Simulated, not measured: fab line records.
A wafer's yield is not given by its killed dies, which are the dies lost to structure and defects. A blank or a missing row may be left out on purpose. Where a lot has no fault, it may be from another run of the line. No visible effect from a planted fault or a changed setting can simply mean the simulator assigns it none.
Which tool did it? / flow sky130 / 7 lots (21 wafers sampled), 1 step of a 708-step route

WHAT THE GAUGES READ, wafer by wafer
SKY_NWELL_RS_MEAS_29: uses a four-point probe to measure.
lot=L397; measured=day 6 17:26; on=filmMetro-02; NWELL_RS (ohm/sq)=625.7 626.3 625.9
lot=L399; measured=day 7 02:03; on=filmMetro-04; NWELL_RS (ohm/sq)=622.5 623.6 623.7
lot=L401; measured=day 7 14:20; on=filmMetro-04; NWELL_RS (ohm/sq)=623.9 622.5 623.0
lot=L403; measured=day 8 05:07; on=filmMetro-02; NWELL_RS (ohm/sq)=624.1 625.6 624.2
lot=L407; measured=day 9 03:18; on=filmMetro-04; NWELL_RS (ohm/sq)=628.2 628.6 627.0
lot=L412; measured=day 10 09:26; on=filmMetro-02; NWELL_RS (ohm/sq)=623.0 624.3 623.1
lot=L415; measured=day 11 02:52; on=filmMetro-02; NWELL_RS (ohm/sq)=624.8 624.1 623.4

WHICH TOOL RAN EACH LOT (tool, then ch and the chambers of the sampled wafers, then the start)
Record: no process step prior to these readings.

THE ANSWER, worked out from the rows above alone
Rule: what is usual is taken from the lots themselves. Put in order of their means at a reading, lots are off if they are a third of the lots or fewer, leave a main group of 4 or more, and stand apart from it by a gap of 3 or more times the standard deviation of the main group's means; of several such gaps the widest counts. A main group whose means are all the same, to the digits that the tables above print for the reading, isn't used. A lot without any number at a reading at which 4 lots or more have one is off too. The other lots that the step has rows for count as sound.
None of the lots is off at any reading shown; this tells nothing.

WHAT HAD BEEN PUT IN BY THE SIMULATOR
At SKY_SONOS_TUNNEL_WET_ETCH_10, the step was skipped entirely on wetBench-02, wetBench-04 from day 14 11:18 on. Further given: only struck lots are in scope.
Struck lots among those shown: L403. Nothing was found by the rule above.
